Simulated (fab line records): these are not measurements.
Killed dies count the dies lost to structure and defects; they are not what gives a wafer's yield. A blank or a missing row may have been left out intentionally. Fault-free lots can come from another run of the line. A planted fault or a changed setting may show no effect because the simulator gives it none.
fab line records	flow sky130
record lots=6	wafers=18	last_day=49
route steps=708 shown LI_CONTACT@375 LOCAL_INTERCONNECT@387 PAD_OPEN@708
lots untouched by any fault: they come from a run of this same line in which no faults occurred
start_h: the number of hours between the record's first day and the start of the first shown wafer of the lot	wait_h: hours from the lot's prior step to this one	" same as the row above	L1.1+2: several wafers, shown together as one row	- no value present, or no start provided	* or withheld: withheld	< > ~ a bound
route shown NAME@n: names a module that has steps shown in the file, with the first one's number in the route	usual: the fault-free wafers' mean and standard deviation	same: alike in all rows	chamber/n: place in a boat	sites: each site's reading	_std_site: the values' standard deviation	_edge_site: inner sites' mean taken away from outer sites' mean	radius_mm: for every site, how far away it sits from the centre of the wafer	mask NAME#n: copy n	behind: the most recent tool/chamber to have shaped the wafer	hold: why the lot went on hold/how many hours it stayed there/how the hold came to an end	device: which transistor (n, p or np) failed to switch	end of line: the same wafers' tests at the end of the route	step lacking rows: just its recipe	killed: dies that structure and defects cost at the first sort, which is not the same as the wafer's yield	map: the dies of a wafer, with x for killed, . for not killed, _ for no die there
set.NAME: setting as actually run; set.NAME@STEP: the setting as run at that earlier step	model.NAME: the simulator's own value behind a step, which no gauge read
lots at selected steps of the route; one table per step, one row per wafer
services: the hour from which a tool's chamber was out of use, counted from the record's first day as start_h (under 0 if before that day), plus the number of hours and why
## steps
# step SKY_LI_CONTACT_OVL_MEAS_13
# usual LI_CONTACT_OVL=-3/6.4
lot.wafer	tool	chamber	start_h	wait_h	LI_CONTACT_OVL[nm]
L246.2	overlay-01	-	670.56	0.1	-14
L246.5	"	-	"	"	-8
L246.6	"	-	"	"	-8
L253.4	overlay-02	-	730.62	0.1	3
L253.5	"	-	"	"	5
L253.6	"	-	"	"	0
L258.2	overlay-02	-	771.48	0.1	-10
L258.4	"	-	"	"	-9
L258.5	"	-	"	"	-12
L264.1	overlay-01	-	832.60	0.1	-3
L264.4	"	-	"	"	4
L264.6	"	-	"	"	-4
L267.3	overlay-02	-	834.51	0.1	-13
L267.5	"	-	"	"	-17
L267.6	"	-	"	"	-12
L266.1	overlay-02	-	836.90	0.1	-7
L266.3	"	-	"	"	-10
L266.5	"	-	"	"	-10
# step SKY_LI_CONTACT_ETCH_14
# recipe chemistry=N2/H2	target=BARC	ion_energy_ev=200	source_w=500	bias_w=100	pressure_mtorr=30	n2_flow_sccm=100	h2_flow_sccm=200	stop_on=SiO2	time_s=45.9	target_depth_a=600
# step SKY_LI_CONTACT_ETCH_15
# recipe target=PSG	chemistry=C4F8/O2/Ar	stop_on=Si	taper_deg=4.15	mask_material=KrF-thick	source_w=1500	bias_w=1200	pressure_mtorr=40	c4f8_flow_sccm=withheld	O2_flow_sccm=6	Ar_flow_sccm=300	time_s=withheld	target_depth_a=6000
# step SKY_LI_CONTACT_STRIP_16
# recipe chemistry=O2/N2	power_w=1400	pressure_mtorr=1500	platen_temp_c=withheld	o2_flow_sccm=3000	n2_flow_sccm=300	overash_fraction=0.5
# usual drypump_motor_current_A=5.7/0.42	oes_product_au=0.376/0.0053	strip_time_to_endpoint_s=3.50/0.049
lot.wafer	tool	chamber	start_h	wait_h	drypump_motor_current_A	oes_product_au	rf_hours_counter_h	strip_time_to_endpoint_s
L246.2	plasma_asher-03	0	670.72	-	5.9	0.374	26	3.43
L246.5	"	1	"	"	6.2	0.369	-	3.43
L246.6	"	0	"	"	5.9	0.372	-	3.51
L253.4	plasma_asher-03	1	730.80	-	6.2	0.378	-	3.44
L253.5	"	0	"	"	5.9	0.377	-	3.49
L253.6	"	1	"	"	6.2	0.378	-	3.44
L258.2	plasma_asher-03	0	771.64	-	5.9	0.374	39	3.46
L258.4	"	0	"	"	5.9	0.376	-	3.41
L258.5	"	0	"	"	5.9	0.377	-	3.51
L264.1	plasma_asher-04	1	832.77	-	5.5	0.389	10	3.51
L264.4	"	1	"	"	5.6	0.376	-	3.50
L264.6	"	0	"	"	5.9	0.371	-	3.53
L267.3	plasma_asher-02	0	834.70	-	5.5	0.376	-	3.49
L267.5	"	0	"	"	5.5	0.382	-	3.51
L267.6	"	1	"	"	4.9	0.365	-	3.40
L266.1	plasma_asher-03	1	837.07	-	6.2	0.371	41	3.53
L266.3	"	1	"	"	6.2	0.376	-	3.51
L266.5	"	0	"	"	5.9	0.372	-	3.55
# step SKY_LI_CONTACT_CLEAN_17
# recipe chemistry=NMP	time_s=600	temp_c=60	dry=n2_spin
# step SKY_LI_CONTACT_PRE_CLEAN_18
# recipe gas=Ar	time_s=5.6	bias_v=358
# step SKY_LI_CONTACT_SPUTTER_19
# recipe material=Ti	target_thk_nm=20	chamber_pressure_pa=5	power_w=2500	substrate_temp_c=200	time_s=106.37
# usual throttle_valve_pct=29.6/0.97
lot.wafer	tool	chamber	start_h	wait_h	throttle_valve_pct
L246.2	pvd_sputter-03	-	671.01	0.0	28.9
L246.5	"	-	"	"	29.3
L246.6	"	-	"	"	28.8
L253.4	pvd_sputter-02	-	731.08	0.0	29.5
L253.5	"	-	"	"	28.2
L253.6	"	-	"	"	29.6
L258.2	pvd_sputter-01	-	771.93	0.0	29.8
L258.4	"	-	"	"	29.4
L258.5	"	-	"	"	29.7
L264.1	pvd_sputter-01	-	833.08	0.0	29.3
L264.4	"	-	"	"	29.9
L264.6	"	-	"	"	29.8
L267.3	pvd_sputter-01	-	835.17	0.0	30.0
L267.5	"	-	"	"	29.7
L267.6	"	-	"	"	29.7
L266.1	pvd_sputter-03	-	837.36	0.0	29.0
L266.3	"	-	"	"	29.4
L266.5	"	-	"	"	29.5
# step SKY_LI_CONTACT_SPUTTER_20
# recipe material=TiN	target_thk_nm=20	chamber_pressure_pa=5	power_w=4000	time_s=80
# usual throttle_valve_pct=29.6/0.96
lot.wafer	tool	chamber	start_h	wait_h	throttle_valve_pct
L246.2	pvd_sputter-03	-	671.09	0.0	29.1
L246.5	"	-	"	"	29.3
L246.6	"	-	"	"	28.8
L253.4	pvd_sputter-02	-	731.15	0.0	29.3
L253.5	"	-	"	"	28.4
L253.6	"	-	"	"	29.7
L258.2	pvd_sputter-01	-	772.01	0.0	30.1
L258.4	"	-	"	"	29.4
L258.5	"	-	"	"	30.0
L264.1	pvd_sputter-01	-	833.15	0.0	29.5
L264.4	"	-	"	"	29.9
L264.6	"	-	"	"	29.6
L267.3	pvd_sputter-01	-	835.24	0.0	30.0
L267.5	"	-	"	"	30.2
L267.6	"	-	"	"	29.8
L266.1	pvd_sputter-03	-	837.44	0.0	29.1
L266.3	"	-	"	"	29.2
L266.5	"	-	"	"	29.4
# step SKY_LI_CONTACT_CVD_21
# recipe material=W	target_thk_nm=400	time_s=120.56	temp_c=400	pressure_torr=40
# step SKY_LI_CONTACT_RS_MEAS_22
# recipe thk_meas_gauge=four-point-probe	reads=W_of_LI_CONTACT_CVD_21+TiN_of_LI_CONTACT_SPUTTER_20+Ti_of_LI_CONTACT_SPUTTER_19
# usual LI_CONTACT_W_RS=0.2844/0.0026
lot.wafer	tool	chamber	start_h	wait_h	LI_CONTACT_W_RS[ohm/sq]
L246.2	film_metro-04	-	671.30	0.1	0.2818
L246.5	"	-	"	"	0.2821
L246.6	"	-	"	"	0.2805
L253.4	film_metro-01	-	731.40	0.1	0.2771
L253.5	"	-	"	"	0.2813
L253.6	"	-	"	"	0.2855
L258.2	film_metro-02	-	772.21	0.1	0.2844
L258.4	"	-	"	"	0.2824
L258.5	"	-	"	"	0.2823
L264.1	film_metro-04	-	833.34	0.1	0.2856
L264.4	"	-	"	"	0.2845
L264.6	"	-	"	"	0.2917
L267.3	film_metro-01	-	835.47	0.1	0.2858
L267.5	"	-	"	"	0.2851
L267.6	"	-	"	"	0.2840
L266.1	film_metro-04	-	837.62	0.1	0.2853
L266.3	"	-	"	"	0.2902
L266.5	"	-	"	"	0.2857
# step SKY_LI_CONTACT_THK_MEAS_23
# recipe thk_meas_gauge=xrf	reads=W_of_LI_CONTACT_CVD_21
# usual LI_CONTACT_W_THK=404/5.8
lot.wafer	tool	chamber	start_h	wait_h	LI_CONTACT_W_THK[nm]
L246.2	film_metro-04	-	671.41	0.1	408
L246.5	"	-	"	"	408
L246.6	"	-	"	"	408
L253.4	film_metro-01	-	731.49	0.1	422
L253.5	"	-	"	"	416
L253.6	"	-	"	"	410
L258.2	film_metro-02	-	772.32	0.1	400
L258.4	"	-	"	"	402
L258.5	"	-	"	"	402
L264.1	film_metro-04	-	833.46	0.1	395
L264.4	"	-	"	"	400
L264.6	"	-	"	"	387
L267.3	film_metro-01	-	835.57	0.1	408
L267.5	"	-	"	"	403
L267.6	"	-	"	"	405
L266.1	film_metro-04	-	837.74	0.1	398
L266.3	"	-	"	"	389
L266.5	"	-	"	"	395
# step SKY_LI_CONTACT_CMP_24
# recipe stop_on=PSG	t_overpolish_s=20	down_force_psi=3.5	platen_rpm=60	target_thk_nm=0	pad_velocity_m_s=0.94248
# usual motor_current_A=11.8/0.86	overpolish_run_s=19.999/0.0098	platen_rpm=60.00/0.037	time_to_endpoint_s=97/4.5
lot.wafer	tool	chamber	start_h	wait_h	motor_current_A	overpolish_run_s	platen_rpm	time_to_endpoint_s
L246.2	cmp-01	0	671.51	0.1	13.0	19.996	59.94	93
L246.6	"	3	"	"	11.0	19.999	59.95	89
L246.5	"	0	"	"	12.9	20.002	59.99	93
L253.4	cmp-02	0	731.62	0.1	11.3	20.005	59.95	102
L253.5	"	2	"	"	11.6	20.002	60.05	100
L253.6	"	3	"	"	13.1	19.999	60.02	98
L258.2	cmp-01	1	772.42	0.1	12.1	20.006	60.03	100
L258.4	"	3	"	"	10.9	20.013	59.98	93
L258.5	"	0	"	"	13.8	19.996	59.97	96
L264.4	cmp-01	0	833.52	0.0	12.9	20.005	60.01	93
L264.1	"	1	"	"	11.7	19.995	60.00	98
L264.6	"	0	"	"	13.3	19.987	60.01	93
L267.3	cmp-01	1	835.61	0.0	12.2	20.008	59.92	102
L267.5	"	1	"	"	12.3	20.009	59.95	101
L267.6	"	2	"	"	11.3	19.985	59.91	101
L266.3	cmp-01	0	838.02	0.2	13.3	19.984	60.02	94
L266.1	"	1	"	"	11.8	19.989	60.00	99
L266.5	"	0	"	"	13.2	19.997	59.98	96
# step SKY_LOCAL_INTERCONNECT_SPUTTER_00
# recipe material=TiN	target_thk_nm=100	temp_c=300	power_w=6500	time_s=83.3	chamber_pressure_pa=0.4
# usual throttle_valve_pct=29.7/0.85
lot.wafer	tool	chamber	start_h	wait_h	throttle_valve_pct	model.TiN_of_LOCAL_INTERCONNECT_SPUTTER_00.thk_nm
L246.2	pvd_sputter-02	-	671.76	0.2	29.3	99.45
L246.5	"	-	"	"	29.4	100.4
L246.6	"	-	"	"	28.8	100.5
L253.4	pvd_sputter-04	-	731.85	0.2	30.5	99.67
L253.5	"	-	"	"	30.1	100.5
L253.6	"	-	"	"	29.2	139.7
L258.2	pvd_sputter-04	-	772.67	0.2	30.0	100.6
L258.4	"	-	"	"	28.9	139.2
L258.5	"	-	"	"	29.8	100.4
L264.1	pvd_sputter-04	-	833.82	0.2	31.6	101.6
L264.4	"	-	"	"	30.0	99.56
L264.6	"	-	"	"	29.9	101.1
L267.3	pvd_sputter-02	-	835.91	0.2	30.5	99.89
L267.5	"	-	"	"	28.9	101.4
L267.6	"	-	"	"	30.3	100.4
L266.1	pvd_sputter-01	-	838.32	0.2	30.2	99.21
L266.3	"	-	"	"	29.6	99.17
L266.5	"	-	"	"	29.4	99.61
# step SKY_LOCAL_INTERCONNECT_RS_MEAS_01
# recipe thk_meas_gauge=four-point-probe	reads=TiN_of_LOCAL_INTERCONNECT_SPUTTER_00
# usual LOCAL_INTERCONNECT_TIN_RS=14.13/0.14
lot.wafer	tool	chamber	start_h	wait_h	LOCAL_INTERCONNECT_TIN_RS[ohm/sq]
L246.2	film_metro-03	-	671.84	0.1	14.25
L246.5	"	-	"	"	14.07
L246.6	"	-	"	"	14.09
L253.4	film_metro-02	-	731.94	0.1	14.16
L253.5	"	-	"	"	14.05
L253.6	"	-	"	"	9.98
L258.2	film_metro-01	-	772.76	0.1	14.04
L258.4	"	-	"	"	10.05
L258.5	"	-	"	"	14.12
L264.1	film_metro-03	-	833.88	0.0	13.92
L264.4	"	-	"	"	14.26
L264.6	"	-	"	"	13.98
L267.3	film_metro-02	-	836.01	0.1	14.15
L267.5	"	-	"	"	13.93
L267.6	"	-	"	"	14.08
L266.1	film_metro-01	-	838.38	0.0	14.26
L266.3	"	-	"	"	14.27
L266.5	"	-	"	"	14.17
# step SKY_LOCAL_INTERCONNECT_THK_MEAS_02
# recipe thk_meas_gauge=xrf	reads=TiN_of_LOCAL_INTERCONNECT_SPUTTER_00
# usual LOCAL_INTERCONNECT_TIN_THK=101.1/0.96
lot.wafer	tool	chamber	start_h	wait_h	LOCAL_INTERCONNECT_TIN_THK[nm]
L246.2	film_metro-03	-	671.95	0.1	99.8
L246.5	"	-	"	"	101.1
L246.6	"	-	"	"	101.6
L253.4	film_metro-02	-	732.03	0.1	100.9
L253.5	"	-	"	"	101.7
L253.6	"	-	"	"	141.3
L258.2	film_metro-01	-	772.87	0.1	101.9
L258.4	"	-	"	"	141.0
L258.5	"	-	"	"	101.7
L264.1	film_metro-03	-	834.00	0.1	102.2
L264.4	"	-	"	"	99.7
L264.6	"	-	"	"	101.2
L267.3	film_metro-02	-	836.11	0.1	101.0
L267.5	"	-	"	"	102.7
L267.6	"	-	"	"	101.6
L266.1	film_metro-01	-	838.50	0.1	99.5
L266.3	"	-	"	"	100.0
L266.5	"	-	"	"	100.1
# step SKY_LOCAL_INTERCONNECT_DEHYDRATE_03
# recipe temp_c=200	time_s=60
# step SKY_LOCAL_INTERCONNECT_HMDS_04
# recipe prime_time_s=60	prime_temp_c=120
# step SKY_LOCAL_INTERCONNECT_COAT_05
# recipe resist=BARC	temp_c=withheld	time_s=withheld	spin_rpm=3000	resist_thk_nm=60
# step SKY_LOCAL_INTERCONNECT_COAT_06
# recipe resist=KrF-thick	spin_rpm=3000	resist_thk_nm=450
# step SKY_LOCAL_INTERCONNECT_SOFTBAKE_07
# recipe temp_c=100	time_s=88.39	resist=KrF-thick
# step SKY_LOCAL_INTERCONNECT_EXPOSE_08
# recipe mask_id=LI1M	na=0.8	source_shape=annular	sigma_inner=0.55	sigma_outer=0.85	target_cd_nm=170	dose_mj=28
# step SKY_LOCAL_INTERCONNECT_PEB_09
# recipe peb_temp_c=withheld	peb_time_s=withheld	resist=KrF-thick
# step SKY_LOCAL_INTERCONNECT_DEVELOP_10
# recipe develop_time_s=60	resist=KrF-thick	dev_temp_c=21
# step SKY_LOCAL_INTERCONNECT_CD_MEAS_11
# recipe target_cd_nm=170
# usual cd_nm=170.0/1.7
lot.wafer	tool	chamber	start_h	wait_h	cd_nm
L246.2	cd_sem-01	-	700.02	-	171.5
L246.5	"	-	"	"	172.7
L246.6	"	-	"	"	171.9
L253.4	cd_sem-02	-	759.11	-	168.2
L253.5	"	-	"	"	166.5
L253.6	"	-	"	"	167.0
L258.2	cd_sem-02	-	799.42	-	169.5
L258.4	"	-	"	"	169.8
L258.5	"	-	"	"	170.1
L264.1	cd_sem-01	-	860.35	-	169.2
L264.4	"	-	"	"	168.6
L264.6	"	-	"	"	170.2
L267.3	cd_sem-01	-	862.29	-	166.8
L267.5	"	-	"	"	168.4
L267.6	"	-	"	"	166.9
L266.1	cd_sem-01	-	864.25	-	170.9
L266.3	"	-	"	"	170.4
L266.5	"	-	"	"	171.9
# step SKY_LOCAL_INTERCONNECT_OVL_MEAS_12
# usual LOCAL_INTERCONNECT_OVL=1/5.4
lot.wafer	tool	chamber	start_h	wait_h	LOCAL_INTERCONNECT_OVL[nm]
L246.2	overlay-01	-	700.13	0.1	10
L246.5	"	-	"	"	2
L246.6	"	-	"	"	5
L253.4	overlay-01	-	759.19	0.1	-1
L253.5	"	-	"	"	3
L253.6	"	-	"	"	8
L258.2	overlay-01	-	799.53	0.1	1
L258.4	"	-	"	"	1
L258.5	"	-	"	"	6
L264.1	overlay-02	-	860.47	0.1	6
L264.4	"	-	"	"	1
L264.6	"	-	"	"	3
L267.3	overlay-01	-	862.38	0.1	11
L267.5	"	-	"	"	7
L267.6	"	-	"	"	16
L266.1	overlay-01	-	864.37	0.1	0
L266.3	"	-	"	"	6
L266.5	"	-	"	"	5
# step SKY_LOCAL_INTERCONNECT_ETCH_13
# recipe chemistry=N2/H2	target=BARC	ion_energy_ev=200	bias_w=100	pressure_mtorr=30	n2_flow_sccm=100	h2_flow_sccm=200	icp_w=500	stop_on=SiO2	time_s=45.9	target_depth_a=600
# step SKY_LOCAL_INTERCONNECT_METAL_ETCH_14
# recipe target_depth_nm=110	stop_on=PSG	chemistry=Cl2/BCl3	target=TiN	resist_sidewall_deg=88	pressure_mtorr=10	icp_w=900	bias_w=48.5	Cl2_flow_sccm=60	bcl3_flow_sccm=30	time_s=31.4
# usual drypump_motor_current_A=5.67/0.22	oes_product_au=0.942/0.0074	throttle_valve_pct=21.900/0.0099
lot.wafer	tool	chamber	start_h	wait_h	drypump_motor_current_A	oes_product_au	rf_hours_counter_h	throttle_valve_pct
L246.2	rie_metal-03	0	700.22	0.0	5.48	0.938	0	21.905
L246.5	"	1	"	"	5.72	0.940	-	21.899
L246.6	"	0	"	"	5.49	0.953	-	21.886
L253.4	rie_metal-04	1	759.29	0.0	5.72	0.936	-	21.903
L253.5	"	1	"	"	5.72	0.951	-	21.883
L253.6	"	0	"	"	5.90	0.997	-	21.873
L258.2	rie_metal-02	1	799.62	0.0	5.64	0.940	2	21.890
L258.4	"	1	"	"	5.68	1.000	-	21.853
L258.5	"	0	"	"	5.06	0.943	-	21.902
L264.1	rie_metal-04	0	860.57	0.0	5.94	0.957	5	21.886
L264.4	"	1	"	"	5.72	0.936	-	21.906
L264.6	"	1	"	"	5.70	0.946	-	21.904
L267.3	rie_metal-03	0	862.49	0.0	5.46	0.939	-	21.909
L267.5	"	1	"	"	5.72	0.941	-	21.909
L267.6	"	0	"	"	5.48	0.941	-	21.911
L266.1	rie_metal-03	1	864.47	0.0	5.71	0.942	7	21.901
L266.3	"	1	"	"	5.69	0.939	-	21.909
L266.5	"	1	"	"	5.72	0.934	-	21.896
# step SKY_LOCAL_INTERCONNECT_STRIP_15
# recipe chemistry=O2/N2	power_w=1400	pressure_mtorr=1500	platen_temp_c=withheld	o2_flow_sccm=3000	n2_flow_sccm=300	overash_fraction=0.5
# usual drypump_motor_current_A=5.6/0.56	oes_product_au=0.427/0.0045	strip_time_to_endpoint_s=4.722/0.019
lot.wafer	tool	chamber	start_h	wait_h	drypump_motor_current_A	oes_product_au	rf_hours_counter_h	strip_time_to_endpoint_s
L246.2	plasma_asher-04	0	700.27	0.0	6.0	0.427	103	4.717
L246.5	"	1	"	"	5.5	0.423	-	4.728
L246.6	"	0	"	"	6.0	0.426	-	4.719
L253.4	plasma_asher-02	1	759.36	0.1	4.9	0.428	-	4.701
L253.5	"	0	"	"	5.5	0.422	-	4.692
L253.6	"	1	"	"	4.9	0.430	-	4.706
L258.2	plasma_asher-02	0	799.67	0.0	5.5	0.427	65	4.706
L258.4	"	1	"	"	4.9	0.422	-	4.732
L258.5	"	0	"	"	5.5	0.434	-	4.698
L264.1	plasma_asher-01	0	860.62	0.0	6.4	0.428	99	4.717
L264.4	"	0	"	"	6.4	0.431	-	4.728
L264.6	"	1	"	"	6.3	0.429	-	4.711
L267.3	plasma_asher-01	1	862.56	0.1	6.3	0.423	-	4.755
L267.5	"	1	"	"	6.3	0.430	-	4.720
L267.6	"	0	"	"	6.4	0.421	-	4.718
L266.1	plasma_asher-02	1	864.52	0.0	4.9	0.437	72	4.753
L266.3	"	0	"	"	5.5	0.428	-	4.747
L266.5	"	1	"	"	4.9	0.422	-	4.739
# step SKY_LOCAL_INTERCONNECT_STRIP_16
# recipe chemistry=post_etch_residue_remover	time_s=1200	temp_c=72.5
lot.wafer	tool	chamber	start_h	wait_h	model.TiN_of_LOCAL_INTERCONNECT_SPUTTER_00.thk_nm
L246.2	wet_bench-03	3	700.37	0.1	99.03
L246.5+6	"	3	"	"	100
L253.4	wet_bench-01	1	759.42	0.0	99.26
L253.5	"	1	"	"	100.1
L253.6	"	1	"	"	139.3
L258.2	wet_bench-03	0	799.77	0.1	100.2
L258.4	"	0	"	"	138.8
L258.5	"	0	"	"	99.96
L264.1	wet_bench-01	1	860.72	0.1	101.1
L264.4	"	1	"	"	99.14
L264.6	"	1	"	"	100.7
L267.3	wet_bench-01	1	862.82	0.2	99.47
L267.5	"	1	"	"	101
L267.6	"	1	"	"	99.98
L266.1	wet_bench-03	1	864.62	0.1	98.8
L266.3	"	1	"	"	98.75
L266.5	"	1	"	"	99.2
# step SKY_LOCAL_INTERCONNECT_CLEAN_17
# recipe chemistry=IPA	time_s=180	temp_c=25
# step SKY_PAD_OPEN_PROBE_99
# usual killed_at_M0_to_M3=44/7.8	killed_at_M4_up=2.9/1.7	killed_at_contacts=24/5.4	killed_at_front_end=15/4.5	killed_at_other=0.3/0.55	killed_dies=87/10	killed_open=48/7.4	killed_short=39/5.9
# same gross_dies=492	killed_at_back_side=0
lot.wafer	tool	chamber	start_h	wait_h	killed_at_M0_to_M3	killed_at_M4_up	killed_at_contacts	killed_at_front_end	killed_at_other	killed_dies	killed_open	killed_short
L264.1	prober-01	-	1186.12	0.1	48	3	21	11	1	84	49	35
L264.4	prober-01	-	1186.27	0.2	34	4	23	14	0	75	43	32
L264.6	prober-01	-	1186.37	0.2	39	4	18	9	0	70	37	33
L266.1	prober-01	-	1186.92	0.1	44	1	35	17	0	97	51	46
L266.3	prober-01	-	1187.02	0.2	44	2	29	7	0	82	46	36
L266.5	prober-01	-	1187.12	0.2	32	2	30	9	0	73	36	37
# killed by level:class
L264.1 VIA1:geometric_particle:open=13 VIA3:geometric_particle:open=8 LI_CONTACT:geometric_particle:open=6 CONTACT:geometric_particle:open=6 LOCAL_INTERCONNECT:geometric_particle:short=5 VIA2:geometric_particle:open=5 METAL2:geometric_particle:short=4 VIA3:geometric_particle:short=4
L264.4 CONTACT:geometric_particle:open=13 VIA1:geometric_particle:open=7 VIA3:geometric_particle:open=6 POLY_GATE:geometric_particle:short=5 VIA1:geometric_particle:short=5 LI_CONTACT:geometric_particle:open=4 VIA2:geometric_particle:open=4 METAL4:geometric_particle:short=4
L264.6 METAL1:geometric_particle:short=8 CONTACT:geometric_particle:open=7 VIA1:geometric_particle:open=7 VIA3:geometric_particle:open=6 LI_CONTACT:geometric_particle:open=5 CONTACT:geometric_particle:short=3 VIA1:geometric_particle:short=3 METAL2:geometric_particle:short=3
L266.1 CONTACT:geometric_particle:open=15 LI_CONTACT:geometric_particle:open=9 VIA1:geometric_particle:short=9 VIA1:geometric_particle:open=8 CONTACT:geometric_particle:short=7 VIA3:geometric_particle:open=7 FIELD_ISO:geometric_particle:short=5 METAL2:geometric_particle:short=5
L266.3 LI_CONTACT:geometric_particle:open=12 METAL2:geometric_particle:short=9 CONTACT:geometric_particle:open=9 VIA1:geometric_particle:open=8 VIA1:geometric_particle:short=6 METAL1:geometric_particle:short=5 LI_CONTACT:geometric_particle:short=4 METAL1:geometric_particle:open=4
L266.5 CONTACT:geometric_particle:short=9 VIA1:geometric_particle:open=9 LI_CONTACT:geometric_particle:open=7 CONTACT:geometric_particle:open=6 METAL2:geometric_particle:short=6 LOCAL_INTERCONNECT:geometric_particle:short=5 VIA3:geometric_particle:open=4 FIELD_ISO:geometric_particle:short=3
## services
tool	chamber	start_h	hours	kind
cmp-01	-	647.28	1.2	repair
cmp-01	-	654.24	1.6	repair
plasma_asher-01	-	661.37	94.9	repair
plasma_asher-01	-	661.64	0.7	repair
rie_metal-03	-	673.66	11.4	repair
pvd_sputter-01	-	676.99	58.6	repair
cmp-01	-	682.35	5.4	pm
pvd_sputter-01	-	695.50	4.9	repair
cmp-01	-	702.74	3.4	repair
pvd_sputter-03	-	739.71	3.3	repair
cmp-01	-	744.00	4.0	pm
pvd_sputter-04	-	754.70	7.2	repair
cmp-01	-	757.38	5.3	repair
cmp-01	-	761.82	0.8	repair
pvd_sputter-03	-	781.05	1.1	repair
plasma_asher-03	-	783.51	4.3	pm
plasma_asher-02	-	784.06	0.3	repair
pvd_sputter-02	-	788.00	3.3	repair
plasma_asher-03	-	796.02	35.5	repair
plasma_asher-03	-	798.37	3.5	repair
rie_metal-03	-	811.92	14.6	pm
plasma_asher-02	-	830.58	1.3	repair
plasma_asher-03	-	831.99	4.6	repair
pvd_sputter-02	-	834.65	0.7	repair
## key
first_sign step=SKY_LOCAL_INTERCONNECT_RS_MEAS_01	reading=LOCAL_INTERCONNECT_TIN_RS	direction=down	sigmas=29	usual=14.13	struck=10.02
effect step=SKY_LOCAL_INTERCONNECT_THK_MEAS_02	reading=LOCAL_INTERCONNECT_TIN_THK	direction=up	sigmas=42	usual=101.1	struck=141.2
effect step=SKY_LOCAL_INTERCONNECT_METAL_ETCH_14	reading=oes_product_au	direction=up	sigmas=7.6	usual=0.942	struck=0.998
model_effect step=SKY_LOCAL_INTERCONNECT_SPUTTER_00	value=TiN_of_LOCAL_INTERCONNECT_SPUTTER_00.thk_nm	without=99.12	struck=139.5
model_effect step=SKY_LOCAL_INTERCONNECT_STRIP_16	value=TiN_of_LOCAL_INTERCONNECT_SPUTTER_00.thk_nm	without=98.7	struck=139
met_at SKY_LOCAL_INTERCONNECT_SPUTTER_00
struck_wafers L253.6,L258.4
tester_left_out L253,L258
fault kind=process_parameter_drift	tool=pvd_sputter-04	chamber=-	onset_h=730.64	steps=SKY_LOCAL_INTERCONNECT_SPUTTER_00	channel=time_s	offset=*	shape=step	end_h=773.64	acts_in=*	stated=*	scope=struck_wafers_only
# tester_left_out: of these lots the tester's yield and bins aren't shown, on N5 and GAA mostly nor the transistor test; their killed dies are dies lost to structure and defects alone, not to doping, threshold or leakage, so they don't give the yield
